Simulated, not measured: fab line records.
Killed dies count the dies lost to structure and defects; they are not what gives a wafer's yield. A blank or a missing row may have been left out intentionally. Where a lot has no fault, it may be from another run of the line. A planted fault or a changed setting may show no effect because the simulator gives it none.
2 desks, one fault :: flow sky130 :: each desk holds nothing but its own numbers, with what lay behind them at the end

## FOR THE TOOL OWNER'S DESK: rie-si-01
The tool's own readings at SKY_FIELD_ISO_ETCH_17 (etches Si in HBr/Cl2/O2, target depth 342 nm, time 97.7 s): means of the sampled wafers that have a number, for each lot that ran on this tool. Marked OUT: a lot whose mean sits more than 4 standard deviations from the usual mean, which makes it out of limits; the brackets give that distance.
Columns: A = O2_flow_sccm at SKY_FIELD_ISO_ETCH_17, usual 5.998 sccm; B = chamber-pressure-mTorr at SKY_FIELD_ISO_ETCH_17, usual 15.002 mTorr; C = drypump-motor-current-A at SKY_FIELD_ISO_ETCH_17, usual 5.7 A; D = oes-product-au at SKY_FIELD_ISO_ETCH_17, usual 0.995 a.u.; E = run-length-s at SKY_FIELD_ISO_ETCH_17, usual 125.9 s; F = throttle-valve-pct at SKY_FIELD_ISO_ETCH_17, usual 25.659 %
lot: L479
first seen here: day 2 07:36
A: 5.998
B: 15.010
C: 5.9
D: 0.990
E: 125.9
F: 25.671

lot: L480
first seen here: day 2 11:30
A: 6.003
B: 15.008
C: 6.3
D: 0.988
E: 126.0
F: 25.664

lot: L481
first seen here: day 2 16:18
A: 6.001
B: 14.996
C: 5.9
D: 0.995
E: 125.9
F: 25.661

lot: L487
first seen here: day 3 22:44
A: 5.987
B: 14.994
C: 6.3
D: 0.997
E: 125.8
F: 25.660

lot: L491
first seen here: day 4 18:15
A: 6.003
B: 15.003
C: 5.9
D: 0.998
E: 123.0 (-7.6) OUT
F: 25.660

lot: L502
first seen here: day 7 08:56
A: 6.017
B: 15.008
C: 5.9
D: 0.986
E: 125.9
F: 25.664
This desk's verdict: out of limits on L491, starting with L491 at day 4 18:15 (run-length-s at SKY_FIELD_ISO_ETCH_17). L479, L480, L481, L487, L502 stayed within limits.

## AT THE METROLOGY DESK
What the gauges read for every lot (on any tool): the sampled wafers with a number, averaged. Marked OUT: a lot whose mean sits more than 4 standard deviations from the usual mean, which makes it out of limits; the brackets give that distance.
Columns: A = VT_ADJUST_HVTR_OVL at SKY_VT_ADJUST_HVTR_OVL_MEAS_08, usual -0.7 nm
lot: L479
first seen here: day 9 11:48
A: -1.5

lot: L480
first seen here: day 9 20:46
A: -2.0

lot: L481
first seen here: day 10 00:43
A: -0.3

lot: L487
first seen here: day 11 23:52
A: 1.0

lot: L491
first seen here: day 13 00:53
A: 1.0

lot: L492
first seen here: day 13 12:25
A: -1.9

lot: L493
first seen here: day 13 15:01
A: -1.9

lot: L494
first seen here: day 13 21:29
A: -2.0

lot: L499
first seen here: day 16 05:50
A: -0.2

lot: L501
first seen here: day 16 12:53
A: -0.7

lot: L502
first seen here: day 16 22:52
A: -0.9
Result from this desk: across the 11 lots, nothing is out of limits.

## ALL TOGETHER
The tool owner's desk could have raised an alarm at day 4 18:15, on L491.
At the metrology desk, nothing out of limits was observed.
The metrology desk has L491 on record, within its limits.
Of the lots named, all ran SKY_FIELD_ISO_ETCH_17 on rie-si-01.

## WHAT WAS PUT IN BY THE SIMULATOR
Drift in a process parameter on rie-si-01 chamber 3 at SKY_FIELD_ISO_ETCH_17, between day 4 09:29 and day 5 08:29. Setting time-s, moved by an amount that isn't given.
Shown lots that were struck: L491.
Time in hours from fault onset to the first out-of-limits reading at each desk: the tool owner's desk, 9.
